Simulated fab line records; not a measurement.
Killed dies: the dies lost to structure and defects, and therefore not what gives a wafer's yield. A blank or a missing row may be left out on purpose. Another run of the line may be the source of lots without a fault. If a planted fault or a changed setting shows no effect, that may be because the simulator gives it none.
Which tool is to blame?	flow sky130	12 lots, 36 wafers sampled, at 2 steps of a route of 708

WHAT THE GAUGES SHOWED, per wafer
SKY_FIELD_ISO_THK_MEAS_04. Usual: FIELD_ISO_CVD_03_THK typically reads 165.4 nm, with standard deviation 1.4.
lot	measured	on	FIELD_ISO_CVD_03_THK (nm)	flag
L638	day 1 20:16	filmMetro-04	167.8 166.5 167.2	
L639	day 1 20:19	filmMetro-03	163.6 163.5 165.0	
L642	day 2 17:43	filmMetro-03	166.4 166.8 165.3	
L643	day 2 17:44	filmMetro-04	166.9 164.5 165.5	
L644	day 2 22:04	filmMetro-01	166.2 165.9 166.5	
L645	day 3 00:55	filmMetro-04	164.8 166.4 165.1	
L649	day 3 21:49	filmMetro-04	161.7 162.4 163.5	
L653	day 4 16:51	filmMetro-04	165.3 165.5 166.9	
L654	day 4 21:30	filmMetro-04	164.8 163.6 166.0	
L656	day 5 07:30	filmMetro-04	163.8 164.5 163.2	
L657	day 5 14:28	filmMetro-03	165.2 165.4 166.2	
L659	day 5 23:38	filmMetro-04	165.8 165.7 166.1	

SKY_VT_ADJUST_LVTN_OVL_MEAS_07. Usual: VT_ADJUST_LVTN_OVL typically reads -0.9 nm, with standard deviation 1.4.
lot	measured	on	VT_ADJUST_LVTN_OVL (nm)	flag
L638	day 7 02:59	overlay-02	0.5 0.6 0.9	
L639	day 7 03:56	overlay-02	1.7 1.6 0.9	
L642	day 8 16:59	overlay-02	-0.7 -1.5 -2.0	
L643	day 8 16:39	overlay-01	-3.3 -2.2 -3.4	
L644	day 8 19:31	overlay-02	-1.5 -1.7 -2.0	
L645	day 8 18:01	overlay-02	-1.0 0.5 -0.6	
L649	day 9 20:32	overlay-01	-0.2 0.4 0.6	
L653	day 11 03:10	overlay-02	0.1 -0.5 -1.4	
L654	day 11 07:36	overlay-01	0.5 -1.1 1.7	
L656	day 11 15:52	overlay-01	1.2 0.1 -1.8	
L657	day 12 02:43	overlay-02	-1.4 -3.0 -0.5	
L659	day 12 12:59	overlay-02	-3.1 -2.5 -1.1	

WHICH TOOL RAN EACH LOT (tool, then ch and the chambers of the sampled wafers, then the start)
No process step before these readings appears in the record.

AS READ BY THE TOOLS THEMSELVES (means over the sampled wafers that have a number; for cases with no such wafer, the mark the record gives instead)
The record holds no such reading with a usual standard deviation.

THE ANSWER, worked out from the rows above alone
Rule: lot off if the mean of its wafers having a number is beyond 3 standard deviations from the usual mean. A lot without any number at a reading at which 4 lots or more have one is off too. All remaining lots with rows at the step are treated as sound. Order of review: gauges by route order, followed by the tools' own readings, for which a lot's mean as printed above is used. The first step at which some lot is off is used, and at that step the reading that is off furthest; a lot without a number counts as furthest.
Across all readings shown, no lot is off: no conclusion can be drawn from this.

WHAT HAD BEEN PUT IN BY THE SIMULATOR
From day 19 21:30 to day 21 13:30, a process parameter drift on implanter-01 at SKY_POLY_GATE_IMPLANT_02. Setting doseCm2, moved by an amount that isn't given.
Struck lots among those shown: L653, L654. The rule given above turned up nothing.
